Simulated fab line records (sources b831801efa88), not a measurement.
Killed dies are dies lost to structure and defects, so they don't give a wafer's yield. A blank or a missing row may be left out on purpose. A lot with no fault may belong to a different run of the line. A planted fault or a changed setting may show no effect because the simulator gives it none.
Split-lot trial :: flow sky130 :: on a route of 708 steps: 5 lots, 23 wafers read

ON THE SPLIT
At SKY_VIA4_EXPOSE_08 (exposes mask VIM4, target cd 800 nm), the setting doseMj was moved away from the recipe's 132 on 10 of the 23 wafers read, by -6.6% to +6.8%. This setting was run at the recipe's value on the other wafers.

THE PATH FROM SPLIT TO READING: the file shows 1 step between them
- SKY_VIA4_PEB_09

THE READING
VIA4.cdNm (the simulator's own value, which no gauge read), in nm, at SKY_VIA4_DEVELOP_10 (develop time 60 s). The file gives no usual value for it. Across the 13 wafers here that went through the recipe, the average is 797.4 nm and the standard deviation 2.1 nm.

wafer: L074.1
tool, chamber at the split: ilineStepper-02, 0
doseMj as run: 132
against the recipe: recipe
VIA4.cdNm, nm: 794.9
against lot-mates on the recipe: -

wafer: L074.4
tool, chamber at the split: ilineStepper-02, 0
doseMj as run: 132
against the recipe: recipe
VIA4.cdNm, nm: 799.6
against lot-mates on the recipe: -

wafer: L074.5
tool, chamber at the split: ilineStepper-02, 0
doseMj as run: 132
against the recipe: recipe
VIA4.cdNm, nm: 794.8
against lot-mates on the recipe: -

wafer: L077.1
tool, chamber at the split: ilineStepper-01, 0
doseMj as run: 124.6
against the recipe: -5.6%
VIA4.cdNm, nm: 780.2
against lot-mates on the recipe: -17.1

wafer: L077.2
tool, chamber at the split: ilineStepper-01, 0
doseMj as run: 132
against the recipe: recipe
VIA4.cdNm, nm: 798
against lot-mates on the recipe: -

wafer: L077.3
tool, chamber at the split: ilineStepper-01, 0
doseMj as run: 132
against the recipe: recipe
VIA4.cdNm, nm: 799.2
against lot-mates on the recipe: -

wafer: L077.4
tool, chamber at the split: ilineStepper-01, 0
doseMj as run: 132
against the recipe: recipe
VIA4.cdNm, nm: 794.6
against lot-mates on the recipe: -

wafer: L077.6
tool, chamber at the split: ilineStepper-01, 0
doseMj as run: 124.6
against the recipe: -5.6%
VIA4.cdNm, nm: 782.3
against lot-mates on the recipe: -15.0

wafer: L078.1
tool, chamber at the split: ilineStepper-01, 0
doseMj as run: 132
against the recipe: recipe
VIA4.cdNm, nm: 801.3
against lot-mates on the recipe: -

wafer: L078.2
tool, chamber at the split: ilineStepper-01, 0
doseMj as run: 132
against the recipe: recipe
VIA4.cdNm, nm: 799.3
against lot-mates on the recipe: -

wafer: L078.3
tool, chamber at the split: ilineStepper-01, 0
doseMj as run: 135.9
against the recipe: +3.0%
VIA4.cdNm, nm: 808
against lot-mates on the recipe: +8.1

wafer: L078.4
tool, chamber at the split: ilineStepper-01, 0
doseMj as run: 132
against the recipe: recipe
VIA4.cdNm, nm: 799
against lot-mates on the recipe: -

wafer: L078.5
tool, chamber at the split: ilineStepper-01, 0
doseMj as run: 135.9
against the recipe: +3.0%
VIA4.cdNm, nm: 807.8
against lot-mates on the recipe: +7.9

wafer: L082.1
tool, chamber at the split: ilineStepper-01, 0
doseMj as run: 132
against the recipe: recipe
VIA4.cdNm, nm: 796
against lot-mates on the recipe: -

wafer: L082.2
tool, chamber at the split: ilineStepper-01, 0
doseMj as run: 123.3
against the recipe: -6.6%
VIA4.cdNm, nm: 775.8
against lot-mates on the recipe: -20.2

wafer: L082.3
tool, chamber at the split: ilineStepper-01, 0
doseMj as run: 123.3
against the recipe: -6.6%
VIA4.cdNm, nm: 777.9
against lot-mates on the recipe: -18.1

wafer: L082.4
tool, chamber at the split: ilineStepper-01, 0
doseMj as run: 123.3
against the recipe: -6.6%
VIA4.cdNm, nm: 778.1
against lot-mates on the recipe: -17.9

wafer: L082.5
tool, chamber at the split: ilineStepper-01, 0
doseMj as run: 132
against the recipe: recipe
VIA4.cdNm, nm: 795.9
against lot-mates on the recipe: -

wafer: L083.1
tool, chamber at the split: ilineStepper-01, 0
doseMj as run: 132
against the recipe: recipe
VIA4.cdNm, nm: 797
against lot-mates on the recipe: -

wafer: L083.2
tool, chamber at the split: ilineStepper-01, 0
doseMj as run: 132
against the recipe: recipe
VIA4.cdNm, nm: 796.8
against lot-mates on the recipe: -

wafer: L083.4
tool, chamber at the split: ilineStepper-01, 0
doseMj as run: 141
against the recipe: +6.8%
VIA4.cdNm, nm: 816
against lot-mates on the recipe: +19.1

wafer: L083.5
tool, chamber at the split: ilineStepper-01, 0
doseMj as run: 141
against the recipe: +6.8%
VIA4.cdNm, nm: 815.8
against lot-mates on the recipe: +18.9

wafer: L083.6
tool, chamber at the split: ilineStepper-01, 0
doseMj as run: 141
against the recipe: +6.8%
VIA4.cdNm, nm: 816.1
against lot-mates on the recipe: +19.2

THE FIT
A straight line over all 23 wafers: VIA4.cdNm changes by +2.91 nm for each +1% of doseMj; r = +0.99; the points scatter about the line by 1.9 nm.
The same after taking each lot's own level away (the mean of its wafers on the recipe; 23 wafers): +2.82 nm for each +1%; r = +0.99; scatter 1.3 nm.
The reading moves by 19 nm for the largest change in doseMj, on that fit.
The span of the lots' own levels, 795.95 to 799.87 nm, comes to 1.9 times the standard deviation stated above.
Consequently the slope shifts little with the lot-to-lot level, the two slopes agreeing.
Check: +19.1 nm against its lot-mates is what the line predicts for one of the wafers moved furthest among these (+6.8%) when that wafer is left out of the fit. Against them it came out at +19.1 nm.

OTHER SPLITS ON THESE WAFERS
These wafers also went through other splits before the reading. Each is held against what the fit with the lots' levels taken away leaves over:
other split on the same wafers: SKY_CAP2M_COAT_07 spinRpm
wafers away from the commonest value: 7
r with VIA4.cdNm (lot level and that fit taken away): +0.14

other split on the same wafers: SKY_METAL4_COAT_07 resistThkNm
wafers away from the commonest value: 7
r with VIA4.cdNm (lot level and that fit taken away): +0.05

other split on the same wafers: SKY_METAL4_ETCH_16 icpW
wafers away from the commonest value: 10
r with VIA4.cdNm (lot level and that fit taken away): +0.04

other split on the same wafers: SKY_VIA4_CMP_02 leaveAboveRefNm
wafers away from the commonest value: 10
r with VIA4.cdNm (lot level and that fit taken away): -0.18

FILE'S OWN FIT
VIA4.cdNm changes by +2.82 nm for each +1% of doseMj, r = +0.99.
